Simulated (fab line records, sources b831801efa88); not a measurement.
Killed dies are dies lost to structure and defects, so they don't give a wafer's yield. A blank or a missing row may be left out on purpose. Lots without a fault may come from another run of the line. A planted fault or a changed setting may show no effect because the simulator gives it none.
Which tool did it? | flow sky130 | 12 lots, 35 wafers sampled, at 5 steps of a route of 708

WHAT THE GAUGES READ, wafer by wafer
SKY_CONTACT_THK_MEAS_03. Usual: CONTACT_HDPCVD_THK 566 nm, standard deviation 4.6.
lot  | measured     | on            | CONTACT_HDPCVD_THK (nm) | flag
L961 | day 30 00:16 | film_metro-04 | 565 567 577             |
L962 | day 30 11:44 | film_metro-04 | 571 572 572             |
L964 | day 31 01:02 | film_metro-04 | 568 561 566             |
L969 | day 33 03:51 | film_metro-03 | 565 570                 |
L967 | day 33 07:13 | film_metro-04 | 569 566 569             |
L976 | day 35 13:20 | film_metro-04 | 560 565 559             |
L979 | day 36 12:29 | film_metro-04 | 572 564 571             |
L980 | day 36 20:28 | film_metro-01 | 566 565 569             |
L981 | day 37 04:46 | film_metro-04 | 563 557 564             |
L982 | day 37 09:08 | film_metro-01 | 568 563 563             |
L983 | day 37 09:34 | film_metro-01 | 562 561 560             |
L984 | day 37 13:13 | film_metro-03 | 568 564 562             |

SKY_CONTACT_CD_MEAS_14: target cd 170 nm. Usual: cd_nm 169.7 nm, standard deviation 1.7.
lot  | measured     | on        | cd_nm (nm)        | flag
L961 | day 31 04:26 | cd_sem-01 | 174.2 173.9 175.4 |
L962 | day 31 14:50 | cd_sem-02 | 170.1 169.2 169.8 |
L964 | day 32 05:47 | cd_sem-02 | 169.7 170.4 169.0 |
L969 | day 34 07:40 | cd_sem-01 | 171.1 170.2       |
L967 | day 34 10:19 | cd_sem-01 | 168.4 168.3 168.3 |
L976 | day 36 15:44 | cd_sem-02 | 167.8 167.9 167.6 |
L979 | day 37 14:26 | cd_sem-02 | 169.8 169.9 169.1 |
L980 | day 37 22:09 | cd_sem-01 | 171.5 169.3 169.1 |
L981 | day 38 07:04 | cd_sem-01 | 171.3 170.5 172.1 |
L982 | day 38 10:44 | cd_sem-02 | 169.3 169.6 171.0 |
L983 | day 38 11:29 | cd_sem-01 | 168.8 169.7 170.7 |
L984 | day 38 14:37 | cd_sem-02 | 168.0 168.1 169.7 |

SKY_METAL1_RS_MEAS_05: measures by four-point-probe. Usual: METAL1_ALCU_RS 0.1263 ohm/sq, standard deviation 0.0011.
lot  | measured     | on            | METAL1_ALCU_RS (ohm/sq) | flag
L961 | day 31 07:24 | film_metro-03 | 0.1258 0.1257 0.1253    |
L962 | day 31 16:31 | film_metro-02 | 0.1253 0.1253 0.1251    |
L964 | day 32 07:31 | film_metro-02 | 0.1288 0.1278 0.1294    |
L969 | day 34 09:25 | film_metro-03 | 0.1244 0.1301           |
L967 | day 34 12:03 | film_metro-03 | 0.1283 0.1281 0.1291    |
L976 | day 36 17:25 | film_metro-01 | 0.1269 0.1261 0.1282    |
L979 | day 37 16:07 | film_metro-03 | 0.1247 0.1243 0.1255    |
L980 | day 37 23:50 | film_metro-01 | 0.1270 0.1267 0.1273    |
L981 | day 38 08:44 | film_metro-03 | 0.1258 0.1242 0.1250    |
L982 | day 38 12:24 | film_metro-03 | 0.1245 0.1261 0.1264    |
L983 | day 38 13:10 | film_metro-02 | 0.1275 0.1275 0.1269    |
L984 | day 38 16:20 | film_metro-02 | 0.1256 0.1269 0.1259    |

WHICH TOOL RAN EACH LOT (tool, then ch and the chambers of the sampled wafers, then the start)
lot  | SKY_METAL1_SPUTTER_00        | SKY_METAL1_SPUTTER_02
L961 | pvd_sputter-04, day 31 07:16 | pvd_sputter-04, day 31 07:19
L962 | pvd_sputter-01, day 31 16:23 | pvd_sputter-01, day 31 16:26
L964 | pvd_sputter-02, day 32 07:19 | pvd_sputter-02, day 32 07:22
L969 | pvd_sputter-02, day 34 09:14 | pvd_sputter-02, day 34 09:17
L967 | pvd_sputter-04, day 34 11:52 | pvd_sputter-04, day 34 11:55
L976 | pvd_sputter-04, day 36 17:16 | pvd_sputter-04, day 36 17:19
L979 | pvd_sputter-01, day 37 15:57 | pvd_sputter-01, day 37 16:00
L980 | pvd_sputter-02, day 37 23:40 | pvd_sputter-02, day 37 23:43
L981 | pvd_sputter-04, day 38 08:36 | pvd_sputter-04, day 38 08:39
L982 | pvd_sputter-02, day 38 12:16 | pvd_sputter-02, day 38 12:19
L983 | pvd_sputter-02, day 38 13:00 | pvd_sputter-02, day 38 13:03
L984 | pvd_sputter-01, day 38 16:11 | pvd_sputter-01, day 38 16:14
- SKY_METAL1_SPUTTER_00: material Ti, target thk 15 nm, time 10 s.
- SKY_METAL1_SPUTTER_02: material AlCu, target thk 250 nm, time 13.3 s.

WHAT THE TOOLS THEMSELVES READ (means of the sampled wafers that have a number; where no wafer has one, the mark that the record gives instead)
SKY_METAL1_SPUTTER_00. Usual: throttle_valve_pct 29.9 %, standard deviation 1.1.
lot  | tool           | throttle_valve_pct (%) | flag
L961 | pvd_sputter-04 | 30.2                   |
L962 | pvd_sputter-01 | 30.9                   |
L964 | pvd_sputter-02 | 29.2                   |
L969 | pvd_sputter-02 | 28.9                   |
L967 | pvd_sputter-04 | 30.0                   |
L976 | pvd_sputter-04 | 29.9                   |
L979 | pvd_sputter-01 | 31.9                   |
L980 | pvd_sputter-02 | 29.9                   |
L981 | pvd_sputter-04 | 30.1                   |
L982 | pvd_sputter-02 | 29.0                   |
L983 | pvd_sputter-02 | 28.4                   |
L984 | pvd_sputter-01 | 30.2                   |

SKY_METAL1_SPUTTER_02. Usual: throttle_valve_pct 29.9 %, standard deviation 1.1.
lot  | tool           | throttle_valve_pct (%) | flag
L961 | pvd_sputter-04 | 30.1                   |
L962 | pvd_sputter-01 | 30.8                   |
L964 | pvd_sputter-02 | 29.2                   |
L969 | pvd_sputter-02 | 28.8                   |
L967 | pvd_sputter-04 | 29.9                   |
L976 | pvd_sputter-04 | 30.2                   |
L979 | pvd_sputter-01 | 31.8                   |
L980 | pvd_sputter-02 | 29.8                   |
L981 | pvd_sputter-04 | 30.3                   |
L982 | pvd_sputter-02 | 29.3                   |
L983 | pvd_sputter-02 | 28.4                   |
L984 | pvd_sputter-01 | 30.5                   |

THE ANSWER, worked out from the rows above alone
Rule: a lot is off if the mean of its wafers that have a number lies more than 3 standard deviations from the usual mean. A lot without any number at a reading at which 4 lots or more have one is off too. The other lots that the step has rows for count as sound. The gauges are gone through in route order, then the tools' own readings, and for those a lot's mean is taken as printed above. The first step at which some lot is off is used, and at that step the reading that is off furthest; a lot without a number counts as furthest.
No lot is off at any reading shown: from this, nothing can be told.

WHAT THE SIMULATOR HAD PUT IN
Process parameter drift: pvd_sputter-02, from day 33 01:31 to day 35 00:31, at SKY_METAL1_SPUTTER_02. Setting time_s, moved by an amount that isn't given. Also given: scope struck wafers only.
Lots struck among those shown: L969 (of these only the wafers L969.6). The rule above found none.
